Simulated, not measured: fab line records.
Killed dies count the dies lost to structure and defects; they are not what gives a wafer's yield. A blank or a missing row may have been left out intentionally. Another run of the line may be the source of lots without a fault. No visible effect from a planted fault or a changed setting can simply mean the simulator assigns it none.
Check for tools in common    flow sky130    13 lots and 39 wafers in the sample

REASON IT WAS OPENED
Of 13 lots, 1 have the reading LDD_P_TW flagged at SKY_LDD_P_TW_MEAS_11. Fault-free wafers read 636, with a standard deviation of 3.6.
Rule: a lot is flagged in two cases, either no wafer of it has a number, or all its wafers with numbers fall more than 4 standard deviations from that mean. As for the other lots, they are considered sound.

lot   measured      on            LDD_P_TW, wafer by wafer  flag
L257  day 19 08:13  filmMetro-04  638 637 637               
L259  day 19 20:36  filmMetro-01  639 640 641               
L261  day 21 01:43  filmMetro-02  636 633 634               
L262  day 21 03:29  filmMetro-02  30 30 30                  FLAGGED
L264  day 21 18:56  filmMetro-04  638 639 641               
L270  day 24 06:31  filmMetro-04  640 639 639               
L271  day 26 10:04  filmMetro-02  629 632 632               
L272  day 26 11:20  filmMetro-02  630 630 632               
L275  day 26 11:52  filmMetro-01  630 631 631               
L273  day 26 12:49  filmMetro-01  631 634 631               
L276  day 26 17:58  filmMetro-02  633 633 631               
L278  day 26 21:28  filmMetro-04  637 636 636               
L279  day 27 11:40  filmMetro-04  641 637 645               
On average the flagged lots read 30, which is -606 against the usual, or -99 or more standard deviations.

WHICH TOOL EACH LOT WENT THROUGH
The record holds 2 process steps before the reading, out of a route of 708 steps. Each cell gives the tool, then ch followed by the chambers the sampled wafers passed through, then the start.
lot   flag     SKY_LDD_P_EXPOSE_04                 SKY_LDD_P_STRIP_10
L257           ilineStepper-01 ch 0, day 18 17:50  plasmaAsher-03 ch 0,1, day 19 08:07
L259           ilineStepper-01 ch 0, day 19 05:12  plasmaAsher-03 ch 0,1, day 19 20:29
L261           ilineStepper-01 ch 0, day 20 09:44  plasmaAsher-04 ch 1, day 21 01:37
L262  FLAGGED  ilineStepper-01 ch 0, day 20 11:52  plasmaAsher-04 ch 0,1, day 21 03:24
L264           ilineStepper-01 ch 0, day 21 03:50  plasmaAsher-04 ch 0,1, day 21 18:51
L270           ilineStepper-01 ch 0, day 23 15:52  plasmaAsher-01 ch 0,1, day 24 06:25
L271           ilineStepper-01 ch 0, day 25 19:02  plasmaAsher-03 ch 0,1, day 26 09:58
L272           ilineStepper-02 ch 0, day 25 20:34  plasmaAsher-04 ch 0,1, day 26 11:14
L275           ilineStepper-02 ch 0, day 25 21:23  plasmaAsher-04 ch 0,1, day 26 11:46
L273           ilineStepper-01 ch 0, day 25 22:05  plasmaAsher-01 ch 0,1, day 26 12:43
L276           ilineStepper-02 ch 0, day 26 03:32  plasmaAsher-01 ch 0, day 26 17:52
L278           ilineStepper-01 ch 0, day 26 07:21  plasmaAsher-01 ch 0, day 26 21:22
L279           ilineStepper-01 ch 0, day 26 20:55  plasmaAsher-01 ch 0,1, day 27 11:34
What these steps do:
- SKY_LDD_P_EXPOSE_04: exposes mask PSDM, target cd 380 nm.
- SKY_LDD_P_STRIP_10: strips in O2/N2.
- SKY_LDD_P_TW_MEAS_11

FLAGGED OVER TOTAL, TOOL BY TOOL (the gauges that took the reading come last)
step                  tool             lots run  flagged  share of the flagged lots  sound lots run after its first flagged lot
SKY_LDD_P_EXPOSE_04   ilineStepper-01  10        1        all                        6 (L264,L270,L271,L273,L278,L279)
SKY_LDD_P_EXPOSE_04   ilineStepper-02  3         0        none                       -
SKY_LDD_P_STRIP_10    plasmaAsher-01   5         0        none                       -
SKY_LDD_P_STRIP_10    plasmaAsher-03   3         0        none                       -
SKY_LDD_P_STRIP_10    plasmaAsher-04   5         1        all                        3 (L264,L272,L275)
SKY_LDD_P_TW_MEAS_11  filmMetro-01     3         0        none                       -
SKY_LDD_P_TW_MEAS_11  filmMetro-02     5         1        all                        3 (L271,L272,L276)
SKY_LDD_P_TW_MEAS_11  filmMetro-04     5         0        none                       -

WHAT THE TABLE PERMITS
In the table, 3 rows ran each flagged lot (ilineStepper-01 at SKY_LDD_P_EXPOSE_04; plasmaAsher-04 at SKY_LDD_P_STRIP_10; filmMetro-02 at SKY_LDD_P_TW_MEAS_11).
- ilineStepper-01 at SKY_LDD_P_EXPOSE_04: 1 of its 10 lots flagged. After the first flagged lot (L264, L270, L271, L273, L278, L279), sound lots still ran on it; a lasting fault on the whole tool would not permit that.
- plasmaAsher-04 at SKY_LDD_P_STRIP_10: 1 of its 5 lots flagged. After the first flagged lot (L264, L272, L275), sound lots still ran on it; a lasting fault on the whole tool would not permit that.
- filmMetro-02 at SKY_LDD_P_TW_MEAS_11: 1 of its 5 lots flagged. After the first flagged lot (L271, L272, L276), sound lots still ran on it; a lasting fault on the whole tool would not permit that.
Not one row of the table ran every flagged lot while running no sound lot after the first.

WHAT WAS PUT IN BY THE SIMULATOR
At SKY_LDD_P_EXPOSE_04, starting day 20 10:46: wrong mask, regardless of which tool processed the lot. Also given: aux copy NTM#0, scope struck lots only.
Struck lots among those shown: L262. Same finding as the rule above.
